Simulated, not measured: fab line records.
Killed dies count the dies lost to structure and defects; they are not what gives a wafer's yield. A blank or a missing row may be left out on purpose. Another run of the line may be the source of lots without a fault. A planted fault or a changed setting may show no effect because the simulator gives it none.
Chamber matching	flow sky130	cmp-02 running SKY_VIA3_CMP_02: 4 sister chambers
The step polishes SiO2. 18 wafers are shown with their chamber, then 9 later ones without.

== WAFERS PAIRED WITH THEIR CHAMBERS ==
wafer	chamber	motorCurrentA (A)	slurryFlowMlMin
L287.1	3	11.9	150.2
L287.3	2	13.1	150.1
L287.5	1	13.8	149.9
L290.3	0	11.5	150.1
L290.5	3	11.6	150.0
L290.6	2	13.2	150.1
L293.2	2	12.9	150.2
L293.3	3	11.5	150.5
L293.6	1	13.0	149.6
L302.1	0	11.6	150.0
L302.2	1	13.6	150.3
L302.4	3	11.1	149.6
L303.1	1	13.6	150.5
L303.3	0	11.4	150.9
L303.4	3	11.9	149.6
L304.2	1	13.5	149.8
L304.4	0	11.7	150.2
L304.5	3	11.7	150.5

SIGNATURES (averages over the wafers above)
reading	chamber 0	chamber 1	chamber 2	chamber 3	scatter within a chamber
motorCurrentA	11.550	13.500	13.067	11.617	0.254
slurryFlowMlMin	150.300	150.020	150.133	150.067	0.367
Rule: a wafer's distance from a chamber is the root of the sum, over the readings, of the square of ((its reading less the chamber's mean) divided by the reading's scatter). If the next closest chamber is less than 2 further off than the closest, the wafer can't be placed; otherwise it belongs to the closest. The scatter: take each reading less its chamber's mean, square it, sum over the shown wafers, divide by the number of wafers less the number of chambers, and take the root.

== WAFERS MISSING THEIR CHAMBER ==
wafer	motorCurrentA (A)	slurryFlowMlMin
L305.2	11.4	149.6
L305.5	11.7	150.1
L305.6	12.2	149.4
L306.4	13.6	149.7
L306.5	13.6	151.1
L306.6	11.1	150.1
L307.1	13.6	149.9
L307.2	12.3	149.9
L307.5	13.1	150.2

== THE CHAMBER EACH PASSED THROUGH ==
wafer	from the rows above	in truth
L305.2	can't be placed: 3 or 0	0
L305.5	can't be placed: 3 or 0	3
L305.6	can't be placed: 3 or 0 or 2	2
L306.4	can't be placed: 1 or 2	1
L306.5	can't be placed: 1 or 2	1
L306.6	can't be placed: 0 or 3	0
L307.1	can't be placed: 1 or 2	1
L307.2	can't be placed: 3 or 2 or 0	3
L307.5	can't be placed: 2 or 1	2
Correctly placed: 0 of 9. These rows do not allow placing 9 (true chamber among the candidates in 9). Wrongly placed: 0.
